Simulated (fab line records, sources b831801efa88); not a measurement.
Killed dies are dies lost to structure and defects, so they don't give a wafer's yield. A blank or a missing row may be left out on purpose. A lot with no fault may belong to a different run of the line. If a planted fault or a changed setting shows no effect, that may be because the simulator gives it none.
A lot that was struck, set against a sound lot -- flow gf180mcu -- 18 steps out of a route of 602
Sound: these wafers, L292.2, L292.3, L292.4. Wafers struck: L295.3, L295.4, L295.5. The cause comes at the end.
Per side, at each step with rows, come the tool, then ch with its chambers, and then its first start. Under that, the readings that differ: sound wafers -- struck wafers -- difference of the means -- sigmas: that difference in standard deviations of wafers without a fault.
alike: words and numbers the same on both sides, and readings whose means are apart by under 2 such deviations; not compared: readings that were withheld, readings missing a value for some wafer, numbers with overlapping values and no deviation given by the record, and bounds like >300 which may hide the same value.
The two part at a step that has a row with sigmas, a row that says differs or no value, or rows on one side only. Numbers that don't overlap but have no deviation are shown without sigmas and don't part them. A reading that every wafer of one side lacks parts them only if that side has two wafers or more.

first, 2 steps without rows for these wafers: GF_NSD_PEB_05; GF_NSD_DEVELOP_06 (develop time 60 s).
GF_NSD_CD_MEAS_07 targets a cd of 400 nm.
  sound: cd_sem-02 at day 15 09:49; struck: cd_sem-02 at day 16 14:23
reading,sound,struck,difference,sigmas
cd_nm (nm),399.4 400.1 399.4,404.0 405.5 405.6,+5.4,+2
GF_NSD_OVL_MEAS_08:
  sound: overlay-02 at day 15 09:55; struck: overlay-02 at day 16 14:29
  alike: NSD_OVL
then, 2 steps without rows for these wafers: GF_NSD_IMPLANT_09; GF_NSD_IMPLANT_10.
GF_NSD_STRIP_11: strips in O2/N2.
  sound on plasma_asher-04 ch 0,1, day 15 10:15; struck on plasma_asher-01 ch 0,1, day 16 14:50
  alike: drypump_motor_current_A, heater_power_w, o2_flow_sccm, oes_product_au, strip_time_to_endpoint_s
  not compared: rf_hours_counter_h
GF_NSD_TW_MEAS_12:
  sound: film_metro-03 at day 15 10:22; struck: film_metro-03 at day 16 14:55
  alike: NSD_TW
then, 4 steps without rows for these wafers: GF_PSD_DEHYDRATE_00 (time 60 s); GF_PSD_HMDS_01 (prime time 60 s); GF_PSD_COAT_02 (resist thk 1000 nm); GF_PSD_SOFTBAKE_03 (time 60 s).
GF_PSD_EXPOSE_04: exposes mask Pplus, target cd 400 nm.
  sound on iline_stepper-01 ch 0, day 15 21:50; struck on iline_stepper-01 ch 0, day 17 02:08
reading,sound,struck,difference,sigmas
exposure_dose_mJ_cm2,139.33 139.29 139.36,147.22 147.15 147.05,+7.81,+46
  alike: mask, focus_offset_nm
next, for these wafers, 1 step has no rows: GF_PSD_PEB_05.
GF_PSD_DEVELOP_06: develop time 60 s.
  sound on litho_track-02 ch 0, day 16 08:26; struck on litho_track-01 ch 0, day 17 13:29
reading,sound,struck,difference,sigmas
model.PSD.cd_nm (nm),402.3 404.1 401.7,408.6 410.8 411.3,+7.5,
GF_PSD_CD_MEAS_07 targets a cd of 400 nm.
  sound: cd_sem-02 at day 16 08:35; struck: cd_sem-01 at day 17 13:38
reading,sound,struck,difference,sigmas
cd_nm (nm),402.4 403.5 401.8,408.4 411.0 411.2,+7.6,+3
GF_PSD_OVL_MEAS_08:
  sound: overlay-02 at day 16 08:41; struck: overlay-01 at day 17 13:44
  alike: PSD_OVL
-- the record jumps here: 15 days lie between the struck wafers' starts before and after (it left off in module PSD and takes up again in module PASSIVATION, whose first step shown is number 602 of the route) --
GF_PASSIVATION_PROBE_99:
  record: rows for the struck wafers here (prober-02, day 32 02:28), none for the sound ones

WHERE THEY PART
Earliest at GF_NSD_CD_MEAS_07; latest, in this record, at GF_PASSIVATION_PROBE_99.

WHY: whatever the simulator had introduced
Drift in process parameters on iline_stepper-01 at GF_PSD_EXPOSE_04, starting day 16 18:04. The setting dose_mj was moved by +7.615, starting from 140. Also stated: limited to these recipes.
